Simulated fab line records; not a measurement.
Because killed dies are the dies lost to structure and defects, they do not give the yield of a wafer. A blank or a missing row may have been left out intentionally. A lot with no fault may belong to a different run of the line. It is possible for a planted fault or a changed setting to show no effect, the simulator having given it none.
Which tool is to blame? ; flow sfq_line ; route of 325 steps, sampled at 1 step: 14 lots, 42 wafers

== WHAT THE GAUGES READ, wafer by wafer ==
No reading from a measuring or inspecting step in the record can be judged against a usual standard deviation.

== TOOL THAT RAN EACH LOT (tool first, then ch and the chambers of the sampled wafers, then the start) ==
lot;SFQ_TRILAYER_M7_LITHO_COAT_177
L944;litho_track-01 ch 0, day 71 00:05
L945;litho_track-01 ch 0, day 71 02:26
L947;litho_track-02 ch 0, day 71 10:50
L949;litho_track-02 ch 0, day 73 06:26
L951;litho_track-02 ch 0, day 73 10:55
L953;litho_track-01 ch 0, day 74 01:29
L954;litho_track-03 ch 0, day 74 11:35
L958;litho_track-03 ch 0, day 75 19:17
L959;litho_track-03 ch 0, day 75 21:00
L960;litho_track-01 ch 0, day 76 01:54
L963;litho_track-01 ch 0, day 76 18:36
L964;litho_track-02 ch 0, day 76 19:51
L965;litho_track-02 ch 0, day 76 22:13
L967;litho_track-01 ch 0, day 78 08:52
- SFQ_TRILAYER_M7_LITHO_COAT_177: resist thk 600 nm.

== WHAT THE TOOLS THEMSELVES READ (means of the sampled wafers that have a number; where no wafer has one, the mark that the record gives instead) ==
SFQ_TRILAYER_M7_LITHO_COAT_177. Usual: 2999.9 rpm for spin_speed_rpm, sd 1.9.
lot;tool;spin_speed_rpm (rpm);flag
L944;litho_track-01;3000.1;
L945;litho_track-01;2999.8;
L947;litho_track-02;3000.3;
L949;litho_track-02;3001.8;
L951;litho_track-02;2999.9;
L953;litho_track-01;2999.9;
L954;litho_track-03;3001.7;
L958;litho_track-03;2789.0;OFF
L959;litho_track-03;2789.1;OFF
L960;litho_track-01;2999.6;
L963;litho_track-01;3000.9;
L964;litho_track-02;3001.0;
L965;litho_track-02;2997.6;
L967;litho_track-01;2999.2;

== THE ANSWER, worked out from the rows above alone ==
Rule: a lot counts as off when the mean over its wafers that have a number is more than 3 standard deviations away from the usual mean. Also off: a lot with no number at a reading for which 4 or more lots have one. Where the step has rows for the other lots, those lots are counted as sound. First the gauges in route order, then the tools' own readings, where a lot's mean is used as printed above. The first step at which some lot is off is used, and at that step the reading that is off furthest; a lot without a number counts as furthest.
Off: L958, L959, at SFQ_TRILAYER_M7_LITHO_COAT_177 (spin_speed_rpm).
A tool fits if, at that step or a process step before it, it ran every lot that is off, and no sound lot after the first of them. One candidate fits, namely litho_track-03 at SFQ_TRILAYER_M7_LITHO_COAT_177. Its last sound lot is L954 (day 74 11:35), its first lot that is off L958 (day 75 19:17): a fault that began between those two fits.
On the lots that are off, the tool's own readings at SFQ_TRILAYER_M7_LITHO_COAT_177 differ by more than 5 times the standard deviation of the sound lots' means, which bears it out; spin_speed_rpm reads 2789.1 rpm there versus 3000.2 rpm on the sound lots.

== WHAT THE SIMULATOR PUT IN ==
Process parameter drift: litho_track-03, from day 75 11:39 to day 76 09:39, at SFQ_TRILAYER_M7_LITHO_COAT_177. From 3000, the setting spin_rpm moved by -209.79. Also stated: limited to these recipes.
Struck lots among those shown: L958, L959. The rule above reached the same finding.
